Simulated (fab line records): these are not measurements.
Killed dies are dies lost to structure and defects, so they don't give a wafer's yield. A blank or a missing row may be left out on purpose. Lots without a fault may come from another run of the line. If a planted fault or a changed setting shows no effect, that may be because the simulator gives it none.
Which of the tools did it? ; flow sky130 ; 7 lots with 21 wafers sampled at 2 steps, on a route of 708 steps

## WHAT THE GAUGES SHOWED, per wafer
SKY_VT_ADJUST_HVTR_OVL_MEAS_08.
lot;measured;on;VT_ADJUST_HVTR_OVL (nm)
L927;day 9 20:19;overlay-01;0.7 2.5 1.8
L933;day 11 15:14;overlay-01;1.5 2.1 0.9
L935;day 12 10:48;overlay-02;1.6 2.9 0.7
L939;day 13 09:39;overlay-01;0.7 0.2 2.1
L941;day 14 04:22;overlay-01;2.3 0.0 3.4
L945;day 15 14:52;overlay-02;0.7 1.4 0.0
L948;day 16 04:19;overlay-02;1.4 0.8 1.4

## EACH LOT AND THE TOOL THAT RAN IT (in order: tool; ch and the chambers of the sampled wafers; start)
lot;SKY_VT_ADJUST_NCORE_EXPOSE_04
L927;ilineStepper-01 ch 0, day 8 13:34
L933;ilineStepper-01 ch 0, day 10 04:11
L935;ilineStepper-02 ch 0, day 10 23:04
L939;ilineStepper-01 ch 0, day 11 19:32
L941;ilineStepper-01, day 12 14:27
L945;ilineStepper-01 ch 0, day 13 23:08
L948;ilineStepper-01 ch 0, day 14 12:17
- SKY_VT_ADJUST_NCORE_EXPOSE_04: exposes mask LVTN COMPLEMENT THIN, target cd 380 nm.

## THE ANSWER, worked out from the rows above alone
Rule: the lots themselves supply what counts as usual. The widest of any qualifying gaps counts: lots, ordered by their means at a reading, are off when they make up no more than a third of the lots, leave a main group of 4 or more, and stand apart from it by 3 or more times the standard deviation of that group's means. Not used: any main group whose means are identical at the precision the tables above print for the reading. Also off: a lot with no number at a reading for which 4 or more lots have one. Any other lot the step has rows for is counted as sound.
Nothing can be told from this: no lot is off at any reading shown.

## WHAT HAD BEEN PUT IN BY THE SIMULATOR
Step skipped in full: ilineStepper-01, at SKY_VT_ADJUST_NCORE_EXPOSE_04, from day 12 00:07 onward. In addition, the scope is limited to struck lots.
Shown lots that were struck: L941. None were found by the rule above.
